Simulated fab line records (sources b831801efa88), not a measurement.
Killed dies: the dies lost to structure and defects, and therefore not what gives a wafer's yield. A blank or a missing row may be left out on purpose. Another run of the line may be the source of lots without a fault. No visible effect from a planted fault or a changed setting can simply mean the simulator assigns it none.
A lot that was struck, set against a sound lot | flow sky130 | 15 out of 708 route steps
Sound: the wafers L887.1, L887.3, L887.4. The struck wafers were L902.3, L902.5, L902.6. At the end, the cause is stated.
For every step that has rows: the tool of each side, followed by ch and its chambers, followed by its first start. Under that, the readings that differ: sound wafers | struck wafers | difference of the means | sigmas: that difference in standard deviations of wafers without a fault.
alike: a reading whose means differ by less than 2 such deviations, as well as words and numbers matching on both sides. not compared: withheld readings; readings where some wafer has no value; bounds like >300 that might hide an equal value; numbers whose values overlap and for which the record gives no deviation.
Wherever a step has rows on one side only, a row that says differs or no value, or a row with sigmas, the two part there. Non-overlapping numbers with no deviation appear without sigmas and do not part them. Lack of a reading on every wafer of one side parts them only where that side has two or more wafers.

first, 2 steps without rows for these wafers: SKY_VIA4_PEB_09; SKY_VIA4_DEVELOP_10 (develop time 60 s).
SKY_VIA4_OVL_MEAS_11:
  sound on overlay-01, day 43 02:27; struck on overlay-02, day 47 00:59
  alike: VIA4_OVL
SKY_VIA4_ETCH_12: etches SiO2 in C4F8/O2/Ar, stops on TiN, target depth 580 nm.
  sound on rie-diel-02 ch 0,2,3, day 43 02:29; struck on rie-diel-04 ch 1,2,3, day 47 01:01
  alike: oes-product-au
SKY_VIA4_STRIP_13: strips in O2/N2.
  sound on plasma-asher-01 ch 0,1, day 43 02:34; struck on plasma-asher-01 ch 0,1, day 47 01:07
  alike: drypump-motor-current-A, oes-product-au, strip-time-to-endpoint-s
  not compared: rf-hours-counter-h
then, 3 steps without rows for these wafers: SKY_VIA4_STRIP_14 (strips in post etch residue remover, time 1200 s); SKY_VIA4_CLEAN_15 (cleans in IPA, time 180 s); SKY_VIA4_CLEAN_16 (cleans in O3/DIW).
SKY_VIA4_SPUTTER_17: material TiN, target thk 20 nm, time 80 s.
  sound on pvd-sputter-01, day 43 03:09; struck on pvd-sputter-01, day 47 01:43
  alike: throttle-valve-pct
SKY_VIA4_CVD_18: deposits W, target thk 505 nm, time 152.14 s.
  sound on cvd-w-01 ch 0,1, day 43 03:13; struck on cvd-w-01 ch 0, day 47 01:53
  alike: heater-power-outer-w, heater-power-w
  not compared: since-wet-clean-h
SKY_VIA4_RS_MEAS_19: the measuring method here is four-point-probe.
  sound on film-metro-03, day 43 03:22; struck on film-metro-02, day 47 02:07
  alike: VIA4_W_RS
SKY_VIA4_THK_MEAS_20: measures by xrf.
  sound on film-metro-03, day 43 03:29; struck on film-metro-02, day 47 02:13
  alike: VIA4_W_THK
SKY_VIA4_CMP_21: polishes, stops on SiO2, t overpolish 25 s, target thk 0 nm.
  sound on cmp-02 ch 0,2,3, day 43 03:35; struck on cmp-01 ch 0,1,2, day 47 02:22
  reading                | sound             | struck            | difference | sigmas
  platen-rpm (rpm)       | 60.01 60.00 60.08 | 53.94 53.94 54.04 | -6.06      | -99 or more
  time-to-endpoint-s (s) | 124 120 120       | 139 138 139       | +17        | +4
  alike: motor-current-A, overpolish-run-s
SKY_METAL5_SPUTTER_00: material Ti, target thk 15 nm, time 10 s.
  sound on pvd-sputter-02, day 43 03:50; struck on pvd-sputter-03, day 47 02:34
  alike: throttle-valve-pct
-- the record jumps here: 2 days lie between the struck wafers' starts before and after (it left off in module METAL5 and takes up again in module PAD_OPEN, whose first step shown is number 708 of the route) --
SKY_PAD_OPEN_PROBE_99:
  sound on prober-01, day 46 03:40; struck on prober-02, day 49 12:46
  alike: defect-limited-yield, killed_at_M0_to_M3, killed_at_M4_up, killed-at-contacts, killed-at-front-end, killed-at-other, killed-dies, killed-open, killed-short, sort_bin_3_pad_short, sort_bin_5_function, sort_bin_6_memory, sort-n-pass, sort-yield-pct

== WHERE THEY PART ==
Within this record, at SKY_VIA4_CMP_21 only. Later steps at which nothing parts them and some readings are alike: SKY_METAL5_SPUTTER_00, SKY_PAD_OPEN_PROBE_99.

WHY: what the simulator had put in
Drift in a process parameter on cmp-01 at SKY_VIA4_CMP_21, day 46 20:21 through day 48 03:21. From 60, the setting platen-rpm moved by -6. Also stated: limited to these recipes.
